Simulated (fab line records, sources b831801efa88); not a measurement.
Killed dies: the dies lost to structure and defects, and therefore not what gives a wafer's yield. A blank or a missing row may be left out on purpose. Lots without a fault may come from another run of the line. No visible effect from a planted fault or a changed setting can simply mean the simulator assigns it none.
Which tool was responsible? + flow gf180mcu + at 1 step of a route of 602, 7 lots with 21 wafers sampled

WHAT EACH GAUGE READ, for each wafer
GF_NSD_OVL_MEAS_08.
| lot  | measured     | on         | NSD_OVL (nm)   |
|------|--------------|------------|----------------|
| L340 | day 13 16:33 | overlay-02 | 0.7 0.2 0.0    |
| L342 | day 14 00:21 | overlay-01 | 0.0 1.1 0.7    |
| L349 | day 16 23:14 | overlay-01 | -0.3 -1.3 -1.2 |
| L351 | day 17 10:11 | overlay-01 | -1.8 -2.5 -0.8 |
| L355 | day 19 01:28 | overlay-01 | -1.3 -1.6 -1.3 |
| L358 | day 19 19:55 | overlay-02 | 2.7 2.6 3.6    |
| L361 | day 20 17:53 | overlay-02 | 1.8 2.3 1.4    |

TOOL THAT RAN EACH LOT (tool first, then ch and the chambers of the sampled wafers, then the start)
The record holds no process step before these readings.

THE ANSWER, worked out from the rows above alone
Rule: usual is defined by the lots themselves. Put in order of their means at a reading, lots are off if they are a third of the lots or fewer, leave a main group of 4 or more, and stand apart from it by a gap of 3 or more times the standard deviation of the main group's means; of several such gaps the widest counts. Not used: any main group whose means are identical at the precision the tables above print for the reading. Also off: a lot with no number at a reading for which 4 or more lots have one. Where the step has rows for the other lots, those lots are counted as sound.
Across all readings shown, no lot is off: no conclusion can be drawn from this.

WHAT WAS PUT IN BY THE SIMULATOR
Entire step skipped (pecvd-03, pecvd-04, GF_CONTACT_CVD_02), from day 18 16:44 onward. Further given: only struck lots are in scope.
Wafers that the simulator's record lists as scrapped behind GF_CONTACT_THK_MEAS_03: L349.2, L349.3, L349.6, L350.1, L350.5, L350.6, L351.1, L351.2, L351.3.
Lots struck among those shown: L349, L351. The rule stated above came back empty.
